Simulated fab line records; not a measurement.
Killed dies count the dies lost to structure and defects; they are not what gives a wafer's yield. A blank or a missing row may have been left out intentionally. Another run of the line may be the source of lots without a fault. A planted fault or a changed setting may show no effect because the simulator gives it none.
What tool caused it? || flow sky130 || 24 lots, 72 wafers sampled, at 5 steps of a route of 708

WHAT THE GAUGES READ, wafer by wafer
SKY_METAL1_OVL_MEAS_16. Usual: METAL1_OVL -3 nm, standard deviation 4.9.
{"lot": "L074", "measured": "day 32 16:49", "on": "overlay-01", "METAL1_OVL (nm)": "-8 0 -6", "flag": ""}
{"lot": "L075", "measured": "day 32 21:24", "on": "overlay-02", "METAL1_OVL (nm)": "-1 6 -10", "flag": ""}
{"lot": "L076", "measured": "day 33 06:11", "on": "overlay-01", "METAL1_OVL (nm)": "-4 -5 -2", "flag": ""}
{"lot": "L077", "measured": "day 33 13:16", "on": "overlay-01", "METAL1_OVL (nm)": "3 -2 -1", "flag": ""}
{"lot": "L078", "measured": "day 34 00:28", "on": "overlay-01", "METAL1_OVL (nm)": "-4 -5 5", "flag": ""}
{"lot": "L079", "measured": "day 34 10:30", "on": "overlay-02", "METAL1_OVL (nm)": "-6 -5 2", "flag": ""}
{"lot": "L080", "measured": "day 34 11:43", "on": "overlay-01", "METAL1_OVL (nm)": "-1 -3 -3", "flag": ""}
{"lot": "L081", "measured": "day 35 02:26", "on": "overlay-01", "METAL1_OVL (nm)": "-4 1 -2", "flag": ""}
{"lot": "L082", "measured": "day 35 16:43", "on": "overlay-02", "METAL1_OVL (nm)": "0 -10 -2", "flag": ""}
{"lot": "L083", "measured": "day 35 21:15", "on": "overlay-02", "METAL1_OVL (nm)": "-7 -5 -2", "flag": ""}
{"lot": "L084", "measured": "day 36 03:19", "on": "overlay-02", "METAL1_OVL (nm)": "0 -6 1", "flag": ""}
{"lot": "L085", "measured": "day 36 07:01", "on": "overlay-01", "METAL1_OVL (nm)": "0 -12 -9", "flag": ""}
{"lot": "L086", "measured": "day 36 19:19", "on": "overlay-01", "METAL1_OVL (nm)": "-10 -4 -3", "flag": ""}
{"lot": "L087", "measured": "day 37 03:07", "on": "overlay-02", "METAL1_OVL (nm)": "-5 -3 -5", "flag": ""}
{"lot": "L088", "measured": "day 37 04:37", "on": "overlay-02", "METAL1_OVL (nm)": "0 5 -1", "flag": ""}
{"lot": "L089", "measured": "day 37 18:20", "on": "overlay-01", "METAL1_OVL (nm)": "-2 -4 -7", "flag": ""}
{"lot": "L090", "measured": "day 37 23:03", "on": "overlay-02", "METAL1_OVL (nm)": "6 5 -1", "flag": ""}
{"lot": "L091", "measured": "day 38 06:46", "on": "overlay-02", "METAL1_OVL (nm)": "-10 2 -3", "flag": ""}
{"lot": "L092", "measured": "day 38 09:31", "on": "overlay-01", "METAL1_OVL (nm)": "-16 -9 -2", "flag": ""}
{"lot": "L094", "measured": "day 39 05:15", "on": "overlay-01", "METAL1_OVL (nm)": "3 2 10", "flag": ""}
{"lot": "L093", "measured": "day 39 07:44", "on": "overlay-02", "METAL1_OVL (nm)": "-5 -13 -7", "flag": ""}
{"lot": "L095", "measured": "day 39 08:05", "on": "overlay-02", "METAL1_OVL (nm)": "1 -1 4", "flag": ""}
{"lot": "L096", "measured": "day 39 14:32", "on": "overlay-01", "METAL1_OVL (nm)": "-10 -4 -3", "flag": ""}
{"lot": "L097", "measured": "day 39 19:31", "on": "overlay-02", "METAL1_OVL (nm)": "-9 -14 -10", "flag": ""}

SKY_VIA1_THK_MEAS_23: measures by xrf. Usual: VIA1_W_THK 273 nm, standard deviation 3.9.
{"lot": "L074", "measured": "day 33 21:50", "on": "film metro-03", "VIA1_W_THK (nm)": "269 271 271", "flag": ""}
{"lot": "L075", "measured": "day 34 02:20", "on": "film metro-03", "VIA1_W_THK (nm)": "276 268 273", "flag": ""}
{"lot": "L076", "measured": "day 34 10:46", "on": "film metro-01", "VIA1_W_THK (nm)": "270 270 271", "flag": ""}
{"lot": "L077", "measured": "day 34 18:43", "on": "film metro-01", "VIA1_W_THK (nm)": "268 275 272", "flag": ""}
{"lot": "L078", "measured": "day 35 05:06", "on": "film metro-03", "VIA1_W_THK (nm)": "272 272 269", "flag": ""}
{"lot": "L079", "measured": "day 35 15:59", "on": "film metro-02", "VIA1_W_THK (nm)": "276 274 272", "flag": ""}
{"lot": "L080", "measured": "day 35 16:55", "on": "film metro-03", "VIA1_W_THK (nm)": "271 270 271", "flag": ""}
{"lot": "L081", "measured": "day 36 07:02", "on": "film metro-03", "VIA1_W_THK (nm)": "267 265 267", "flag": ""}
{"lot": "L082", "measured": "day 36 20:58", "on": "film metro-03", "VIA1_W_THK (nm)": "273 271 272", "flag": ""}
{"lot": "L083", "measured": "day 37 01:01", "on": "film metro-02", "VIA1_W_THK (nm)": "275 270 273", "flag": ""}
{"lot": "L084", "measured": "day 37 08:16", "on": "film metro-01", "VIA1_W_THK (nm)": "268 272 269", "flag": ""}
{"lot": "L085", "measured": "day 37 11:45", "on": "film metro-02", "VIA1_W_THK (nm)": "275 273 274", "flag": ""}
{"lot": "L086", "measured": "day 37 23:15", "on": "film metro-02", "VIA1_W_THK (nm)": "272 276 273", "flag": ""}
{"lot": "L087", "measured": "day 38 07:23", "on": "film metro-01", "VIA1_W_THK (nm)": "273 272 274", "flag": ""}
{"lot": "L088", "measured": "day 38 08:47", "on": "film metro-03", "VIA1_W_THK (nm)": "271 270 269", "flag": ""}
{"lot": "L089", "measured": "day 38 22:26", "on": "film metro-01", "VIA1_W_THK (nm)": "274 270 280", "flag": ""}
{"lot": "L090", "measured": "day 39 03:04", "on": "film metro-02", "VIA1_W_THK (nm)": "269 274 274", "flag": ""}
{"lot": "L091", "measured": "day 39 10:48", "on": "film metro-01", "VIA1_W_THK (nm)": "273 272 273", "flag": ""}
{"lot": "L092", "measured": "day 39 12:36", "on": "film metro-01", "VIA1_W_THK (nm)": "272 276 279", "flag": ""}
{"lot": "L094", "measured": "day 40 08:01", "on": "film metro-02", "VIA1_W_THK (nm)": "277 274 280", "flag": ""}
{"lot": "L093", "measured": "day 40 10:59", "on": "film metro-02", "VIA1_W_THK (nm)": "286 279 286", "flag": ""}
{"lot": "L095", "measured": "day 40 11:44", "on": "film metro-03", "VIA1_W_THK (nm)": "275 273 280", "flag": ""}
{"lot": "L096", "measured": "day 40 16:41", "on": "film metro-01", "VIA1_W_THK (nm)": "272 274 274", "flag": ""}
{"lot": "L097", "measured": "day 40 22:34", "on": "film metro-03", "VIA1_W_THK (nm)": "271 272 274", "flag": ""}

SKY_VIA2_THK_MEAS_23: measures by xrf. Usual: VIA2_W_THK 422 nm, standard deviation 7.
{"lot": "L074", "measured": "day 36 06:13", "on": "film metro-04", "VIA2_W_THK (nm)": "423 431 417", "flag": ""}
{"lot": "L075", "measured": "day 36 10:42", "on": "film metro-01", "VIA2_W_THK (nm)": "434 433 426", "flag": ""}
{"lot": "L076", "measured": "day 36 19:43", "on": "film metro-04", "VIA2_W_THK (nm)": "422 423 422", "flag": ""}
{"lot": "L077", "measured": "day 37 02:08", "on": "film metro-03", "VIA2_W_THK (nm)": "427 427 415", "flag": ""}
{"lot": "L078", "measured": "day 37 12:02", "on": "film metro-01", "VIA2_W_THK (nm)": "424 416 422", "flag": ""}
{"lot": "L079", "measured": "day 37 22:59", "on": "film metro-03", "VIA2_W_THK (nm)": "415 411 418", "flag": ""}
{"lot": "L080", "measured": "day 38 01:08", "on": "film metro-03", "VIA2_W_THK (nm)": "416 428 417", "flag": ""}
{"lot": "L081", "measured": "day 38 13:49", "on": "film metro-03", "VIA2_W_THK (nm)": "419 420 417", "flag": ""}
{"lot": "L082", "measured": "day 39 04:19", "on": "film metro-04", "VIA2_W_THK (nm)": "416 414 428", "flag": ""}
{"lot": "L083", "measured": "day 39 07:35", "on": "film metro-03", "VIA2_W_THK (nm)": "431 430 433", "flag": ""}
{"lot": "L084", "measured": "day 39 14:45", "on": "film metro-03", "VIA2_W_THK (nm)": "417 417 421", "flag": ""}
{"lot": "L085", "measured": "day 39 17:29", "on": "film metro-04", "VIA2_W_THK (nm)": "422 431 433", "flag": ""}
{"lot": "L086", "measured": "day 40 04:46", "on": "film metro-04", "VIA2_W_THK (nm)": "434 434 433", "flag": ""}
{"lot": "L087", "measured": "day 40 11:27", "on": "film metro-01", "VIA2_W_THK (nm)": "414 423 417", "flag": ""}
{"lot": "L088", "measured": "day 40 13:29", "on": "film metro-04", "VIA2_W_THK (nm)": "435 422 425", "flag": ""}
{"lot": "L089", "measured": "day 41 02:19", "on": "film metro-04", "VIA2_W_THK (nm)": "424 417 417", "flag": ""}
{"lot": "L090", "measured": "day 41 06:48", "on": "film metro-04", "VIA2_W_THK (nm)": "422 418 411", "flag": ""}
{"lot": "L091", "measured": "day 41 14:17", "on": "film metro-03", "VIA2_W_THK (nm)": "416 414 421", "flag": ""}
{"lot": "L092", "measured": "day 41 17:23", "on": "film metro-03", "VIA2_W_THK (nm)": "414 407 415", "flag": ""}
{"lot": "L094", "measured": "day 42 10:54", "on": "film metro-04", "VIA2_W_THK (nm)": "420 417 422", "flag": ""}
{"lot": "L093", "measured": "day 42 13:16", "on": "film metro-01", "VIA2_W_THK (nm)": "430 428 435", "flag": ""}
{"lot": "L095", "measured": "day 42 14:33", "on": "film metro-03", "VIA2_W_THK (nm)": "415 424 415", "flag": ""}
{"lot": "L096", "measured": "day 42 20:05", "on": "film metro-01", "VIA2_W_THK (nm)": "419 422 416", "flag": ""}
{"lot": "L097", "measured": "day 43 01:32", "on": "film metro-04", "VIA2_W_THK (nm)": "412 425 413", "flag": ""}

TOOL THAT RAN EACH LOT (tool first, then ch and the chambers of the sampled wafers, then the start)
{"lot": "L074", "SKY_CONTACT_CMP_27": "cmp-01 ch 0,2, day 31 13:14", "SKY_VIA2_CVD_21": "cvd w-01 ch 0,1, day 36 05:58"}
{"lot": "L075", "SKY_CONTACT_CMP_27": "cmp-02 ch 0,2, day 31 18:04", "SKY_VIA2_CVD_21": "cvd w-01 ch 0, day 36 10:26"}
{"lot": "L076", "SKY_CONTACT_CMP_27": "cmp-02 ch 1,2, day 32 02:29", "SKY_VIA2_CVD_21": "cvd w-02 ch 0,1, day 36 19:28"}
{"lot": "L077", "SKY_CONTACT_CMP_27": "cmp-02 ch 0,2,3, day 32 10:20", "SKY_VIA2_CVD_21": "cvd w-01 ch 0,1, day 37 01:53"}
{"lot": "L078", "SKY_CONTACT_CMP_27": "cmp-02 ch 0,1, day 32 21:23", "SKY_VIA2_CVD_21": "cvd w-01 ch 0,1, day 37 11:48"}
{"lot": "L079", "SKY_CONTACT_CMP_27": "cmp-02 ch 0,1,2, day 33 08:01", "SKY_VIA2_CVD_21": "cvd w-01 ch 0,1, day 37 22:44"}
{"lot": "L080", "SKY_CONTACT_CMP_27": "cmp-01 ch 0,2,3, day 33 09:28", "SKY_VIA2_CVD_21": "cvd w-01 ch 0,1, day 38 00:53"}
{"lot": "L081", "SKY_CONTACT_CMP_27": "cmp-01 ch 1,3, day 34 00:08", "SKY_VIA2_CVD_21": "cvd w-02 ch 0,1, day 38 13:34"}
{"lot": "L082", "SKY_CONTACT_CMP_27": "cmp-01 ch 0,2, day 34 13:13", "SKY_VIA2_CVD_21": "cvd w-01 ch 0,1, day 39 04:04"}
{"lot": "L083", "SKY_CONTACT_CMP_27": "cmp-01 ch 0,1,2, day 34 18:10", "SKY_VIA2_CVD_21": "cvd w-02 ch 0,1, day 39 07:20"}
{"lot": "L084", "SKY_CONTACT_CMP_27": "cmp-02 ch 0,2, day 34 23:54", "SKY_VIA2_CVD_21": "cvd w-01 ch 1, day 39 14:29"}
{"lot": "L085", "SKY_CONTACT_CMP_27": "cmp-01 ch 2,3, day 35 04:48", "SKY_VIA2_CVD_21": "cvd w-01 ch 0,1, day 39 17:14"}
{"lot": "L086", "SKY_CONTACT_CMP_27": "cmp-01 ch 0,2,3, day 35 16:20", "SKY_VIA2_CVD_21": "cvd w-02 ch 0,1, day 40 04:31"}
{"lot": "L087", "SKY_CONTACT_CMP_27": "cmp-02 ch 0,1,3, day 36 00:02", "SKY_VIA2_CVD_21": "cvd w-01 ch 0,1, day 40 11:13"}
{"lot": "L088", "SKY_CONTACT_CMP_27": "cmp-01 ch 0,3, day 36 01:43", "SKY_VIA2_CVD_21": "cvd w-01 ch 0,1, day 40 13:14"}
{"lot": "L089", "SKY_CONTACT_CMP_27": "cmp-01 ch 0,2,3, day 36 16:04", "SKY_VIA2_CVD_21": "cvd w-01 ch 0,1, day 41 02:04"}
{"lot": "L090", "SKY_CONTACT_CMP_27": "cmp-01 ch 2,3, day 36 20:35", "SKY_VIA2_CVD_21": "cvd w-01 ch 0,1, day 41 06:32"}
{"lot": "L091", "SKY_CONTACT_CMP_27": "cmp-01 ch 1,2,3, day 37 04:27", "SKY_VIA2_CVD_21": "cvd w-01 ch 0,1, day 41 14:02"}
{"lot": "L092", "SKY_CONTACT_CMP_27": "cmp-01 ch 0,1,3, day 37 07:13", "SKY_VIA2_CVD_21": "cvd w-01 ch 0,1, day 41 17:08"}
{"lot": "L094", "SKY_CONTACT_CMP_27": "cmp-01 ch 0,2,3, day 38 03:11", "SKY_VIA2_CVD_21": "cvd w-01 ch 0,1, day 42 10:38"}
{"lot": "L093", "SKY_CONTACT_CMP_27": "cmp-01 ch 0,3, day 38 05:14", "SKY_VIA2_CVD_21": "cvd w-01 ch 0,1, day 42 13:01"}
{"lot": "L095", "SKY_CONTACT_CMP_27": "cmp-01 ch 0,2,3, day 38 05:59", "SKY_VIA2_CVD_21": "cvd w-01 ch 0,1, day 42 14:19"}
{"lot": "L096", "SKY_CONTACT_CMP_27": "cmp-02 ch 1,2, day 38 12:34", "SKY_VIA2_CVD_21": "cvd w-02 ch 0,1, day 42 19:50"}
{"lot": "L097", "SKY_CONTACT_CMP_27": "cmp-01 ch 0,2, day 38 18:02", "SKY_VIA2_CVD_21": "cvd w-02 ch 0,1, day 43 01:19"}
- SKY_CONTACT_CMP_27: polishes, stops on SiO2, t overpolish 15 s, target thk 0 nm.
- SKY_VIA2_CVD_21: deposits W, target thk 420 nm, time 126.4 s.

WHAT THE TOOLS THEMSELVES READ (means of the sampled wafers that have a number; where no wafer has one, the mark that the record gives instead)
SKY_CONTACT_CMP_27. Usual: head pressure psi 3.500 psi, standard deviation 0.007; motor current A 11.3 A, standard deviation 0.72; overpolish run s 15.000 s, standard deviation 0.0086; time to endpoint s 82 s, standard deviation 3.5.
{"lot": "L074", "tool": "cmp-01", "head pressure psi (psi)": 3.498, "motor current A (A)": 11.1, "overpolish run s (s)": 15.006, "time to endpoint s (s)": 83, "flag": ""}
{"lot": "L075", "tool": "cmp-02", "head pressure psi (psi)": 3.504, "motor current A (A)": 10.9, "overpolish run s (s)": 14.995, "time to endpoint s (s)": 76, "flag": ""}
{"lot": "L076", "tool": "cmp-02", "head pressure psi (psi)": 3.496, "motor current A (A)": 10.8, "overpolish run s (s)": 14.987, "time to endpoint s (s)": 88, "flag": ""}
{"lot": "L077", "tool": "cmp-02", "head pressure psi (psi)": 3.497, "motor current A (A)": 10.6, "overpolish run s (s)": 15.010, "time to endpoint s (s)": 83, "flag": ""}
{"lot": "L078", "tool": "cmp-02", "head pressure psi (psi)": 3.508, "motor current A (A)": 11.4, "overpolish run s (s)": 15.008, "time to endpoint s (s)": 78, "flag": ""}
{"lot": "L079", "tool": "cmp-02", "head pressure psi (psi)": 3.496, "motor current A (A)": 10.6, "overpolish run s (s)": 14.996, "time to endpoint s (s)": 81, "flag": ""}
{"lot": "L080", "tool": "cmp-01", "head pressure psi (psi)": 3.506, "motor current A (A)": 11.9, "overpolish run s (s)": 14.998, "time to endpoint s (s)": 81, "flag": ""}
{"lot": "L081", "tool": "cmp-01", "head pressure psi (psi)": 3.502, "motor current A (A)": 11.9, "overpolish run s (s)": 15.002, "time to endpoint s (s)": 82, "flag": ""}
{"lot": "L082", "tool": "cmp-01", "head pressure psi (psi)": 3.495, "motor current A (A)": 11.1, "overpolish run s (s)": 15.007, "time to endpoint s (s)": 79, "flag": ""}
{"lot": "L083", "tool": "cmp-01", "head pressure psi (psi)": 3.500, "motor current A (A)": 11.5, "overpolish run s (s)": 15.000, "time to endpoint s (s)": 81, "flag": ""}
{"lot": "L084", "tool": "cmp-02", "head pressure psi (psi)": 3.498, "motor current A (A)": 10.6, "overpolish run s (s)": 14.999, "time to endpoint s (s)": 80, "flag": ""}
{"lot": "L085", "tool": "cmp-01", "head pressure psi (psi)": 3.496, "motor current A (A)": 12.0, "overpolish run s (s)": 15.006, "time to endpoint s (s)": 81, "flag": ""}
{"lot": "L086", "tool": "cmp-01", "head pressure psi (psi)": 3.497, "motor current A (A)": 11.5, "overpolish run s (s)": 14.996, "time to endpoint s (s)": 84, "flag": ""}
{"lot": "L087", "tool": "cmp-02", "head pressure psi (psi)": 3.503, "motor current A (A)": 10.8, "overpolish run s (s)": 15.007, "time to endpoint s (s)": 75, "flag": ""}
{"lot": "L088", "tool": "cmp-01", "head pressure psi (psi)": 3.500, "motor current A (A)": 11.4, "overpolish run s (s)": 15.003, "time to endpoint s (s)": 83, "flag": ""}
{"lot": "L089", "tool": "cmp-01", "head pressure psi (psi)": 3.501, "motor current A (A)": 11.4, "overpolish run s (s)": 14.992, "time to endpoint s (s)": 83, "flag": ""}
{"lot": "L090", "tool": "cmp-01", "head pressure psi (psi)": 3.502, "motor current A (A)": 11.9, "overpolish run s (s)": 15.006, "time to endpoint s (s)": 84, "flag": ""}
{"lot": "L091", "tool": "cmp-01", "head pressure psi (psi)": 3.495, "motor current A (A)": 11.7, "overpolish run s (s)": 15.001, "time to endpoint s (s)": 83, "flag": ""}
{"lot": "L092", "tool": "cmp-01", "head pressure psi (psi)": 3.497, "motor current A (A)": 11.7, "overpolish run s (s)": 15.000, "time to endpoint s (s)": 80, "flag": ""}
{"lot": "L094", "tool": "cmp-01", "head pressure psi (psi)": 3.503, "motor current A (A)": 11.7, "overpolish run s (s)": 14.991, "time to endpoint s (s)": 86, "flag": ""}
{"lot": "L093", "tool": "cmp-01", "head pressure psi (psi)": 3.503, "motor current A (A)": 11.3, "overpolish run s (s)": 15.002, "time to endpoint s (s)": 83, "flag": ""}
{"lot": "L095", "tool": "cmp-01", "head pressure psi (psi)": 3.496, "motor current A (A)": 11.6, "overpolish run s (s)": 14.997, "time to endpoint s (s)": 84, "flag": ""}
{"lot": "L096", "tool": "cmp-02", "head pressure psi (psi)": 3.494, "motor current A (A)": 10.7, "overpolish run s (s)": 14.999, "time to endpoint s (s)": 84, "flag": ""}
{"lot": "L097", "tool": "cmp-01", "head pressure psi (psi)": 3.499, "motor current A (A)": 11.4, "overpolish run s (s)": 15.000, "time to endpoint s (s)": 83, "flag": ""}

SKY_VIA2_CVD_21. Usual: heater power w 863 W, standard deviation 29.
{"lot": "L074", "tool": "cvd w-01", "heater power w (W)": 869, "flag": ""}
{"lot": "L075", "tool": "cvd w-01", "heater power w (W)": 862, "flag": ""}
{"lot": "L076", "tool": "cvd w-02", "heater power w (W)": 882, "flag": ""}
{"lot": "L077", "tool": "cvd w-01", "heater power w (W)": 877, "flag": ""}
{"lot": "L078", "tool": "cvd w-01", "heater power w (W)": 869, "flag": ""}
{"lot": "L079", "tool": "cvd w-01", "heater power w (W)": 870, "flag": ""}
{"lot": "L080", "tool": "cvd w-01", "heater power w (W)": 870, "flag": ""}
{"lot": "L081", "tool": "cvd w-02", "heater power w (W)": 886, "flag": ""}
{"lot": "L082", "tool": "cvd w-01", "heater power w (W)": 867, "flag": ""}
{"lot": "L083", "tool": "cvd w-02", "heater power w (W)": 839, "flag": ""}
{"lot": "L084", "tool": "cvd w-01", "heater power w (W)": 860, "flag": ""}
{"lot": "L085", "tool": "cvd w-01", "heater power w (W)": 840, "flag": ""}
{"lot": "L086", "tool": "cvd w-02", "heater power w (W)": 807, "flag": ""}
{"lot": "L087", "tool": "cvd w-01", "heater power w (W)": 857, "flag": ""}
{"lot": "L088", "tool": "cvd w-01", "heater power w (W)": 865, "flag": ""}
{"lot": "L089", "tool": "cvd w-01", "heater power w (W)": 859, "flag": ""}
{"lot": "L090", "tool": "cvd w-01", "heater power w (W)": 873, "flag": ""}
{"lot": "L091", "tool": "cvd w-01", "heater power w (W)": 866, "flag": ""}
{"lot": "L092", "tool": "cvd w-01", "heater power w (W)": 882, "flag": ""}
{"lot": "L094", "tool": "cvd w-01", "heater power w (W)": 877, "flag": ""}
{"lot": "L093", "tool": "cvd w-01", "heater power w (W)": 875, "flag": ""}
{"lot": "L095", "tool": "cvd w-01", "heater power w (W)": 870, "flag": ""}
{"lot": "L096", "tool": "cvd w-02", "heater power w (W)": 837, "flag": ""}
{"lot": "L097", "tool": "cvd w-02", "heater power w (W)": 813, "flag": ""}

THE ANSWER, worked out from the rows above alone
Rule: a lot is off if the mean of its wafers that have a number lies more than 3 standard deviations from the usual mean. Also off: a lot with no number at a reading for which 4 or more lots have one. Where the step has rows for the other lots, those lots are counted as sound. The gauges are gone through in route order, then the tools' own readings, and for those a lot's mean is taken as printed above. At the first step where some lot is off, the reading lying furthest off is the one used; lots without a number count as furthest.
Across all readings shown, no lot is off: no conclusion can be drawn from this.

WHAT THE SIMULATOR HAD PUT IN
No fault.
